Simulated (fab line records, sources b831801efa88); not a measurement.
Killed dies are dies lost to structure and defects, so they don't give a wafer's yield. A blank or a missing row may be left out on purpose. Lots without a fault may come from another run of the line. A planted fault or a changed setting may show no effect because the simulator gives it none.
A struck lot beside a sound one | flow sky130 | 15 steps out of a route of 708
Sound: wafers L552.1, L552.3, L552.6. Struck: wafers L562.2, L562.4, L562.5. The cause comes at the end.
At each step with rows: each side's tool, then ch and its chambers, then its first start. Under that, the readings that differ: sound wafers | struck wafers | difference of the means | sigmas: that difference in standard deviations of wafers without a fault.
alike: readings whose means differ by less than 2 such deviations, and words and numbers that are the same on both sides. not compared: withheld readings, readings that some wafer has no value for, bounds like >300 that may hide the same value, and numbers for which the record gives no deviation and whose values overlap.
The two part at a step that has a row with sigmas, a row that says differs or no value, or rows on one side only. Numbers that don't overlap but have no deviation are shown without sigmas and don't part them. A reading that every wafer of one side lacks parts them only if that side has two wafers or more.

first, 2 steps without rows for these wafers: SKY_METAL2_CLEAN_23 (cleans in O3/DIW); SKY_VIA2_HDPCVD_00 (deposits SiO2, target thk 1180 nm, time 196.7 s).
SKY_VIA2_THK_MEAS_01:
  sound on film_metro-04, day 35 00:56; struck on film_metro-01, day 38 16:19
  alike: VIA2_HDPCVD_THK
SKY_VIA2_CMP_02: polishes SiO2.
  sound on cmp-01 ch 0,1,3, day 35 00:59; struck on cmp-02 ch 0,1,2, day 38 16:25
  alike: motor_current_A, slurry_filter_dp_kPa
SKY_VIA2_BOW_MEAS_03:
  sound on film_metro-02, day 35 01:17; struck on film_metro-01, day 38 16:41
  alike: VIA2_BOW
then, 7 steps without rows for these wafers: SKY_VIA2_DEHYDRATE_04 (time 60 s); SKY_VIA2_HMDS_05 (prime time 60 s); SKY_VIA2_COAT_06 (resist thk 60 nm); SKY_VIA2_COAT_07 (resist thk 450 nm); SKY_VIA2_SOFTBAKE_08 (time 90 s); SKY_VIA2_EXPOSE_09 (exposes mask VIM2, target cd 200 nm); SKY_VIA2_PEB_10.
SKY_VIA2_DEVELOP_11: develop time 60 s.
  sound on litho_track-01 ch 0, day 36 02:00; struck on litho_track-01 ch 0, day 39 17:00
  reading              | sound             | struck            | difference | sigmas
  developer_temp_C (C) | 20.92 20.97 20.91 | 23.10 23.12 23.16 | +2.19      | +26
SKY_VIA2_CD_MEAS_12: target cd 200 nm.
  sound on cd_sem-02, day 36 02:43; struck on cd_sem-01, day 39 17:26
  alike: cd_nm
-- the record jumps here: 9 days lie between the struck wafers' starts before and after (it left off in module VIA2 and takes up again in module PAD_OPEN, whose first step shown is number 708 of the route) --
SKY_PAD_OPEN_PROBE_99:
  sound on prober-02, day 45 11:57; struck on prober-02, day 48 14:22
  alike: defect_limited_yield, killed_at_M0_to_M3, killed_at_M4_up, killed_at_contacts, killed_at_front_end, killed_at_other, killed_dies, killed_open, killed_short, sort_bin_3_pad_short, sort_bin_5_function, sort_bin_6_memory, sort_n_pass, sort_yield_pct

WHERE THEY PART
Only at SKY_VIA2_DEVELOP_11, within this record. Later steps at which nothing parts them and some readings are alike: SKY_VIA2_CD_MEAS_12, SKY_PAD_OPEN_PROBE_99.

WHY: what the simulator had put in
Process parameter drift: litho_track-01, from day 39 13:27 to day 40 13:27, at SKY_VIA2_DEVELOP_11. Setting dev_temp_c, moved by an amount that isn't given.
